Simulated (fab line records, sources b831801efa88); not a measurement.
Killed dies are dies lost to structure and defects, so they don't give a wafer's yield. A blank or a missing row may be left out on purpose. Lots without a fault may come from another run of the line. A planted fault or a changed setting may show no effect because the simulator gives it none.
One fault seen from 2 desks | flow sfq_line | each desk has only its own numbers; what lay behind them comes last

THE METROLOGY DESK
What the gauges read, lot by lot, whatever tool the lot ran on: means of the sampled wafers that have a number. A lot is out of limits, marked OUT, if its mean lies more than 4 standard deviations from the usual mean; the brackets give that distance.
Columns: A = M1_OVL at SFQ_M1_OVL_MEAS_911, usual 2 nm; B = I3_BOW at SFQ_I3_BOW_MEAS_922, usual 2 um
lot  | first seen here | A  | B
L776 | day 24 00:53    | 11 | 4
L777 | day 24 09:13    | -1 | 4
L778 | day 25 05:07    | 6  | -5
L779 | day 25 13:31    | -1 | 6
L781 | day 26 21:56    | 24 | 4
L785 | day 29 01:38    | 9  | 5
L786 | day 29 13:38    | 7  | 5
L787 | day 30 01:38    | 2  | 4
L788 | day 30 16:35    | -6 | 9
L792 | day 31 20:04    | -1 | 6
L794 | day 32 09:38    | -5 | -3
L796 | day 33 13:28    | -3 | 12
L797 | day 33 15:52    | -2 | 14
L798 | day 34 05:03    | 0  | 3
L799 | day 34 13:28    | 4  | 9
This desk's finding: nothing out of limits on any of the 15 lots.

THE TOOL OWNER'S DESK: rie_metal-03
The tool's own readings at SFQ_TRILAYER_M4_ETCH_METAL_ETCH_096 (etches Nb in Cl2/Ar, stops on SiO2, target depth 240 nm, time 120 s): means of the sampled wafers that have a number, for each lot that ran on this tool. A lot is out of limits, marked OUT, if its mean lies more than 4 standard deviations from the usual mean; the brackets give that distance.
Columns: A = bias_w at SFQ_TRILAYER_M4_ETCH_METAL_ETCH_096, usual 79.96 W; B = drypump_motor_current_A at SFQ_TRILAYER_M4_ETCH_METAL_ETCH_096, usual 5.5 A; C = oes_product_au at SFQ_TRILAYER_M4_ETCH_METAL_ETCH_096, usual 0.897 a.u.; D = run_length_s at SFQ_TRILAYER_M4_ETCH_METAL_ETCH_096, usual 148.4 s
lot  | first seen here | A     | B   | C                | D
L777 | day 54 14:12    | 79.94 | 5.5 | 0.900            | 148.1
L778 | day 55 09:28    | 80.05 | 5.5 | 0.892            | 148.1
L785 | day 59 12:59    | 79.89 | 5.8 | 0.894            | 148.9
L792 | day 61 03:31    | 79.73 | 5.7 | 0.864 (-4.2) OUT | 158.7 (+15) OUT
L794 | day 61 15:31    | 79.95 | 5.7 | 0.873            | 158.7 (+15) OUT
L796 | day 62 02:22    | 80.13 | 5.6 | 0.821 (-9.5) OUT | 169.3 (+31) OUT
This desk's finding: out of limits on L792, L794, L796; first on L792, day 61 03:31 (oes_product_au at SFQ_TRILAYER_M4_ETCH_METAL_ETCH_096). In limits: L777, L778, L785.

PUT TOGETHER
The tool owner's desk could have raised an alarm at day 61 03:31, on L792, L794, L796.
The metrology desk saw nothing out of limits.
The metrology desk has L792, L794, L796 on record, within its limits.
Of the lots named, all ran SFQ_TRILAYER_M4_ETCH_METAL_ETCH_096 on rie_metal-03.

WHAT THE SIMULATOR HAD PUT IN
Process parameter drift: rie_metal-03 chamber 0, from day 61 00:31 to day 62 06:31, at SFQ_TRILAYER_M4_ETCH_METAL_ETCH_096. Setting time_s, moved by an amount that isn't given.
Lots struck among those shown: L792, L794, L796.
Hours from the fault's start to each desk's first reading out of limits: the tool owner's desk, 3.
